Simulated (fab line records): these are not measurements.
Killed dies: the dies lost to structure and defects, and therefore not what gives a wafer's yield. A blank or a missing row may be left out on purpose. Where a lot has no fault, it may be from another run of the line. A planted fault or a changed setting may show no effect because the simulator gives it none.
8D (eight disciplines) problem report, filled in by code | flow gf180mcu | the parts of the form that need people (team, actions taken, sign-off) are left out

== 1. WHAT WENT WRONG ==
cd nm at GF_HV_LDD_CD_MEAS_07 reads a mean of 299.5 nm on 3 wafers of 3 lots; wafers without a fault read 400.9 nm with a standard deviation of 2.5. That is -41 standard deviations from the usual mean.
The step: target cd 400 nm.
First observed at day 12 13:14: wafer L253.4, on cd sem-01. The record holds 42 wafers of 14 lots with a number at this step. Rule for "out", or "out of limits": more than 4 standard deviations from the usual mean. All remaining wafers that have a number are taken as sound.

== 2. WHAT IT IS AND WHAT IT IS NOT ==
question                    | is                     | is not
which readings at this step | cd nm                  | -
which lots                  | L253, L254, L255       | L247, L249, L250, L259, L262, L264, L265, L267, L268, L269, L270
which wafers of those lots  | L253.4, L254.6, L255.4 | L253.1, L253.3, L254.1, L254.3, L255.3, L255.5
read on which gauges        | cd sem-01, cd sem-02   | -
when                        | from day 12 13:14      | up to then (11 sound wafers); but 28 sound wafers of L254, L255, L259, L262, L264, L265, L267, L268, L269, L270 came after

== 3. WHAT RULES OUT EACH SUSPECT ==
Counting: a tool at a process step up to the reading stays a suspect if it ran every lot that is out. Sound lots after the first of them don't rule it out here, since some wafers of a struck lot are sound.
- the gauge at GF_HV_LDD_CD_MEAS_07 is ruled out. Those wafers that are out were read across 2 gauges (cd sem-01, cd sem-02).
- litho track-04 at GF_HV_LDD_DEVELOP_06 (develop time 60 s): kept. It processed each lot that is out (first: L253, day 12 13:05); up to then, its last sound lot is L250 (day 11 03:10).
After counting, what remains is litho track-04 at GF_HV_LDD_DEVELOP_06.

== 4. THE CAUSE (what the simulator had put in) ==
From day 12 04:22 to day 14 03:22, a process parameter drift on litho track-04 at GF_HV_LDD_DEVELOP_06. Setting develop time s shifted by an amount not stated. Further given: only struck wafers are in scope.
The count eliminated every tool but this one.

== 5. THE CHAIN OF EFFECTS, in route order ==
Each row: a reading where the mean over the struck wafers with a number is more than 3 standard deviations away from the usual. Readings are gone through only where the record gives a usual standard deviation; hours: the median, over the lots, of the time from a lot's start at the first step in this table giving one to that lot's start at this step; sigmas: the change measured in usual standard deviations.
hours | step                 | reading | usual    | on struck wafers | change | sigmas
0     | GF_HV_LDD_CD_MEAS_07 | cd nm   | 400.9 nm | 299.5            | -101.4 | -41
At these later measuring or inspecting steps, every struck wafer for which the step has a row has a number for every such reading, and none has moved that far: GF_HV_LDD_OVL_MEAS_08.

== 6. HOW IT WOULD HAVE BEEN CAUGHT EARLIER ==
Counted from the fault's start at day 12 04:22, it took 9 hours until the first out-of-limits reading at a measuring or inspecting step in this record, taken at day 12 13:14.
Of the tool readings at GF_HV_LDD_DEVELOP_06 for which the record gives a usual standard deviation, none was out on any struck wafer, so an alarm limit of 4 standard deviations on them would not have fired.
Lots out: 3; of these, L254, L255 started GF_HV_LDD_DEVELOP_06 on litho track-04 after day 12 13:14. A hold on the tool at that time would have spared those 2.
